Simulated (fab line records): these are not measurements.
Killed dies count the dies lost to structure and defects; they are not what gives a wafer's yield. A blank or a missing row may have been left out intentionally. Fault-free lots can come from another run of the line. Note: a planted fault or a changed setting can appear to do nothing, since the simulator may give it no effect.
Which of the tools did it? | flow gf180mcu | 36 wafers from 12 lots sampled at 6 of the route's 602 steps

## WHAT THE GAUGES SHOWED, per wafer
GF_M5_CD_MEAS_07: the cd target is 280 nm.
lot  | measured     | on       | cdNm (nm)
L137 | day 26 15:13 | cdSem-02 | 280.0 280.5 280.6
L138 | day 27 12:25 | cdSem-01 | 279.7 280.1 278.4
L139 | day 28 06:21 | cdSem-02 | 279.5 277.9 280.1
L141 | day 28 10:28 | cdSem-01 | 282.6 281.6 281.3
L142 | day 28 15:12 | cdSem-01 | 280.2 279.0 280.5
L149 | day 30 16:39 | cdSem-02 | 279.3 279.7 279.3
L152 | day 31 10:31 | cdSem-01 | 279.9 279.4 280.6
L155 | day 32 12:40 | cdSem-01 | 280.2 280.3 280.7
L156 | day 32 13:58 | cdSem-02 | 279.6 277.6 277.9
L157 | day 32 17:48 | cdSem-02 | 277.1 277.6 277.0
L158 | day 32 23:35 | cdSem-02 | 278.0 278.5 278.3
L159 | day 33 05:05 | cdSem-01 | 277.6 277.9 279.3

GF_TOP_METAL_RS_MEAS_05: the measuring method here is four-point-probe.
lot  | measured     | on           | TOP_METAL_ALCU_RS (ohm/sq)
L137 | day 27 15:51 | filmMetro-01 | 0.0323 0.0327 0.0324
L138 | day 28 11:58 | filmMetro-01 | 0.0331 0.0332 0.0333
L139 | day 29 06:03 | filmMetro-02 | 0.0329 0.0329 0.0334
L141 | day 29 09:54 | filmMetro-04 | 0.0325 0.0329 0.0326
L142 | day 29 14:22 | filmMetro-04 | 0.0329 0.0325 0.0327
L149 | day 31 13:23 | filmMetro-04 | 0.0323 0.0328 0.0327
L152 | day 32 07:20 | filmMetro-02 | 0.0349 0.0332 0.0331
L155 | day 33 08:42 | filmMetro-04 | 0.0328 0.0329 0.0335
L156 | day 33 11:05 | filmMetro-02 | 0.0327 0.0323 0.0325
L157 | day 33 13:41 | filmMetro-04 | 0.0331 0.0332 0.0326
L158 | day 33 18:24 | filmMetro-04 | 0.0333 0.0332 0.0335
L159 | day 34 00:21 | filmMetro-01 | 0.0324 0.0326 0.0324

GF_TOP_METAL_THK_MEAS_06: measures by xrf.
lot  | measured     | on           | TOP_METAL_ALCU_THK (nm)
L137 | day 27 15:58 | filmMetro-01 | 905 900 904
L138 | day 28 12:05 | filmMetro-01 | 887 883 883
L139 | day 29 06:10 | filmMetro-02 | 903 903 889
L141 | day 29 10:01 | filmMetro-04 | 904 890 903
L142 | day 29 14:29 | filmMetro-04 | 890 895 900
L149 | day 31 13:30 | filmMetro-04 | 909 896 903
L152 | day 32 07:27 | filmMetro-02 | 845 893 895
L155 | day 33 08:49 | filmMetro-04 | 895 895 877
L156 | day 33 11:11 | filmMetro-02 | 912 915 911
L157 | day 33 13:49 | filmMetro-04 | 889 887 899
L158 | day 33 18:30 | filmMetro-04 | 880 884 882
L159 | day 34 00:27 | filmMetro-01 | 904 902 906

GF_TOP_METAL_OVL_MEAS_15.
lot  | measured     | on         | TOP_METAL_OVL (nm)
L137 | day 28 12:38 | overlay-02 | 0.8 -0.9 0.3
L138 | day 29 07:46 | overlay-01 | -0.5 0.7 0.7
L139 | day 30 01:03 | overlay-01 | -1.1 -1.0 -1.3
L141 | day 30 05:27 | overlay-02 | -2.5 -2.4 -0.6
L142 | day 30 09:57 | overlay-02 | 0.2 0.8 0.5
L149 | day 32 06:59 | overlay-01 | -0.6 -0.9 -0.3
L152 | day 33 00:36 | overlay-02 | -0.2 0.7 1.1
L155 | day 34 00:14 | overlay-01 | 1.0 0.3 -0.9
L156 | day 34 02:43 | overlay-02 | -2.1 0.7 1.6
L157 | day 34 06:10 | overlay-02 | 0.6 0.0 -2.8
L158 | day 34 10:14 | overlay-02 | -0.7 -0.8 0.7
L159 | day 34 15:56 | overlay-01 | 0.4 0.7 0.9

## TOOL THAT RAN EACH LOT (tool first, then ch and the chambers of the sampled wafers, then the start)
lot  | GF_V5_SPUTTER_22            | GF_TOP_METAL_SPUTTER_02
L137 | pvdSputter-03, day 27 14:59 | pvdSputter-03, day 27 15:44
L138 | pvdSputter-01, day 28 11:06 | pvdSputter-02, day 28 11:52
L139 | pvdSputter-01, day 29 05:11 | pvdSputter-02, day 29 05:58
L141 | pvdSputter-01, day 29 09:02 | pvdSputter-04, day 29 09:49
L142 | pvdSputter-04, day 29 13:31 | pvdSputter-03, day 29 14:16
L149 | pvdSputter-01, day 31 12:31 | pvdSputter-04, day 31 13:17
L152 | pvdSputter-01, day 32 06:19 | pvdSputter-04, day 32 07:14
L155 | pvdSputter-03, day 33 07:30 | pvdSputter-02, day 33 08:35
L156 | pvdSputter-03, day 33 10:01 | pvdSputter-03, day 33 10:58
L157 | pvdSputter-03, day 33 12:50 | pvdSputter-02, day 33 13:36
L158 | pvdSputter-03, day 33 17:31 | pvdSputter-03, day 33 18:16
L159 | pvdSputter-01, day 33 23:28 | pvdSputter-03, day 34 00:13
- GF_V5_SPUTTER_22: material TiN, target thk 10 nm, time 40 s.
- GF_TOP_METAL_SPUTTER_02: material AlCu, target thk 900 nm, time 47.82 s.

## WHAT THE TOOLS THEMSELVES READ (means of the sampled wafers that have a number; where no wafer has one, the mark that the record gives instead)
GF_V5_SPUTTER_22.
lot  | tool          | throttleValvePct (%)
L137 | pvdSputter-03 | 31.4
L138 | pvdSputter-01 | 29.9
L139 | pvdSputter-01 | 29.0
L141 | pvdSputter-01 | 29.5
L142 | pvdSputter-04 | 29.6
L149 | pvdSputter-01 | 29.4
L152 | pvdSputter-01 | 29.2
L155 | pvdSputter-03 | 31.1
L156 | pvdSputter-03 | 31.1
L157 | pvdSputter-03 | 32.2
L158 | pvdSputter-03 | 31.9
L159 | pvdSputter-01 | 29.7

GF_TOP_METAL_SPUTTER_02.
lot  | tool          | throttleValvePct (%)
L137 | pvdSputter-03 | 30.0
L138 | pvdSputter-02 | 31.2
L139 | pvdSputter-02 | 29.7
L141 | pvdSputter-04 | 29.7
L142 | pvdSputter-03 | 31.5
L149 | pvdSputter-04 | 30.3
L152 | pvdSputter-04 | 29.5
L155 | pvdSputter-02 | 30.0
L156 | pvdSputter-03 | 29.6
L157 | pvdSputter-02 | 31.0
L158 | pvdSputter-03 | 31.2
L159 | pvdSputter-03 | 31.4

## THE ANSWER, worked out from the rows above alone
Rule: the lots themselves supply what counts as usual. The widest of any qualifying gaps counts: lots, ordered by their means at a reading, are off when they make up no more than a third of the lots, leave a main group of 4 or more, and stand apart from it by 3 or more times the standard deviation of that group's means. A main group is skipped when, at the precision printed for the reading in the tables above, its means are all equal. A lot without any number at a reading at which 4 lots or more have one is off too. Where the step has rows for the other lots, those lots are counted as sound. First the gauges in route order, then the tools' own readings, where a lot's mean is used as printed above. At the first step where some lot is off, the reading lying furthest off is the one used; lots without a number count as furthest.
No lot is off on any of the readings shown, so nothing can be concluded from this.

## WHAT THE SIMULATOR PUT IN
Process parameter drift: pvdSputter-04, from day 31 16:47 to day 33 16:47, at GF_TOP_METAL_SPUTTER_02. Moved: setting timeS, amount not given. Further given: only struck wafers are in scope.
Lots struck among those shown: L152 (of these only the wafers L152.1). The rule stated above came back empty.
